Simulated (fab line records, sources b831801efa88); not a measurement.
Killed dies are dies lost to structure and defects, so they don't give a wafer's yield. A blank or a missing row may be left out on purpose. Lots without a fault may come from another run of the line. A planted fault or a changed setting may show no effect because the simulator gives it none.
Which tool did it? | flow sky130 | 12 lots, 36 wafers sampled, at 3 steps of a route of 708

WHAT THE GAUGES READ, wafer by wafer
SKY_LOCAL_INTERCONNECT_CD_MEAS_11: target cd 170 nm.
lot  | measured     | on        | cd_nm (nm)
L800 | day 30 00:38 | cd_sem-01 | 170.2 168.4 168.3
L802 | day 30 17:15 | cd_sem-01 | 170.8 172.2 171.1
L804 | day 31 11:13 | cd_sem-01 | 170.0 171.2 168.7
L806 | day 32 04:13 | cd_sem-02 | 168.5 168.3 168.2
L811 | day 34 00:13 | cd_sem-01 | 169.3 168.4 170.1
L813 | day 34 17:05 | cd_sem-01 | 167.9 169.2 168.8
L814 | day 34 22:37 | cd_sem-01 | 171.3 171.6 173.3
L817 | day 35 18:43 | cd_sem-02 | 172.8 172.0 173.3
L819 | day 36 15:37 | cd_sem-01 | 170.3 169.6 168.6
L820 | day 36 15:50 | cd_sem-01 | 169.9 170.1 169.2
L822 | day 37 09:00 | cd_sem-02 | 170.0 170.3 170.9
L823 | day 37 18:26 | cd_sem-02 | 172.0 170.9 170.4

SKY_LOCAL_INTERCONNECT_OVL_MEAS_12.
lot  | measured     | on         | LOCAL_INTERCONNECT_OVL (nm)
L800 | day 30 00:44 | overlay-02 | -2 1 -2
L802 | day 30 17:20 | overlay-02 | 0 -3 -5
L804 | day 31 11:20 | overlay-02 | 8 -2 1
L806 | day 32 04:20 | overlay-01 | 9 -2 2
L811 | day 34 00:20 | overlay-02 | -7 -6 -5
L813 | day 34 17:11 | overlay-02 | -1 -5 -7
L814 | day 34 22:44 | overlay-02 | -1 -4 3
L817 | day 35 18:50 | overlay-02 | 2 8 4
L819 | day 36 15:44 | overlay-01 | 1 -5 1
L820 | day 36 15:56 | overlay-01 | -3 -2 -7
L822 | day 37 09:07 | overlay-02 | -2 3 -3
L823 | day 37 18:32 | overlay-01 | 1 6 0

WHICH TOOL RAN EACH LOT (tool, then ch and the chambers of the sampled wafers, then the start)
lot  | SKY_LI_CONTACT_STRIP_16
L800 | plasma_asher-02 ch 0,1, day 28 18:56
L802 | plasma_asher-02 ch 0,1, day 29 12:11
L804 | plasma_asher-02 ch 0,1, day 30 06:53
L806 | plasma_asher-01 ch 0,1, day 30 22:51
L811 | plasma_asher-02 ch 1, day 32 19:50
L813 | plasma_asher-03 ch 0,1, day 33 12:56
L814 | plasma_asher-02 ch 0,1, day 33 18:29
L817 | plasma_asher-03 ch 0,1, day 34 14:54
L819 | plasma_asher-02 ch 0,1, day 35 11:32
L820 | plasma_asher-03 ch 0,1, day 35 12:51
L822 | plasma_asher-01 ch 0,1, day 36 04:48
L823 | plasma_asher-02 ch 0,1, day 36 15:15
- SKY_LI_CONTACT_STRIP_16: strips in O2/N2.

WHAT THE TOOLS THEMSELVES READ (means of the sampled wafers that have a number; where no wafer has one, the mark that the record gives instead)
SKY_LI_CONTACT_STRIP_16.
lot  | tool            | drypump_motor_current_A (A) | n2_flow_sccm (sccm) | oes_product_au (a.u.) | strip_time_to_endpoint_s (s)
L800 | plasma_asher-02 | 5.64                        | 299.0               | 0.374                 | 3.44
L802 | plasma_asher-02 | 5.55                        | 300.0               | 0.374                 | 3.47
L804 | plasma_asher-02 | 5.64                        | 299.4               | 0.379                 | 3.48
L806 | plasma_asher-01 | 5.82                        | 300.3               | 0.373                 | 3.45
L811 | plasma_asher-02 | 5.74                        | 300.0               | 0.378                 | 3.51
L813 | plasma_asher-03 | 5.88                        | 300.1               | 0.375                 | 3.50
L814 | plasma_asher-02 | 5.54                        | 299.0               | 0.378                 | 3.50
L817 | plasma_asher-03 | 5.86                        | 300.0               | 0.375                 | 3.49
L819 | plasma_asher-02 | 5.64                        | 299.5               | 0.378                 | 3.49
L820 | plasma_asher-03 | 5.69                        | 299.8               | 0.377                 | 3.48
L822 | plasma_asher-01 | 5.82                        | 300.1               | 0.376                 | 3.51
L823 | plasma_asher-02 | 5.55                        | 299.8               | 0.375                 | 3.48

THE ANSWER, worked out from the rows above alone
Rule: what is usual is taken from the lots themselves. Put in order of their means at a reading, lots are off if they are a third of the lots or fewer, leave a main group of 4 or more, and stand apart from it by a gap of 3 or more times the standard deviation of the main group's means; of several such gaps the widest counts. A main group whose means are all the same, to the digits that the tables above print for the reading, isn't used. A lot without any number at a reading at which 4 lots or more have one is off too. The other lots that the step has rows for count as sound. The gauges are gone through in route order, then the tools' own readings, and for those a lot's mean is taken as printed above. The first step at which some lot is off is used, and at that step the reading that is off furthest; a lot without a number counts as furthest.
No lot is off at any reading shown: from this, nothing can be told.

WHAT THE SIMULATOR HAD PUT IN
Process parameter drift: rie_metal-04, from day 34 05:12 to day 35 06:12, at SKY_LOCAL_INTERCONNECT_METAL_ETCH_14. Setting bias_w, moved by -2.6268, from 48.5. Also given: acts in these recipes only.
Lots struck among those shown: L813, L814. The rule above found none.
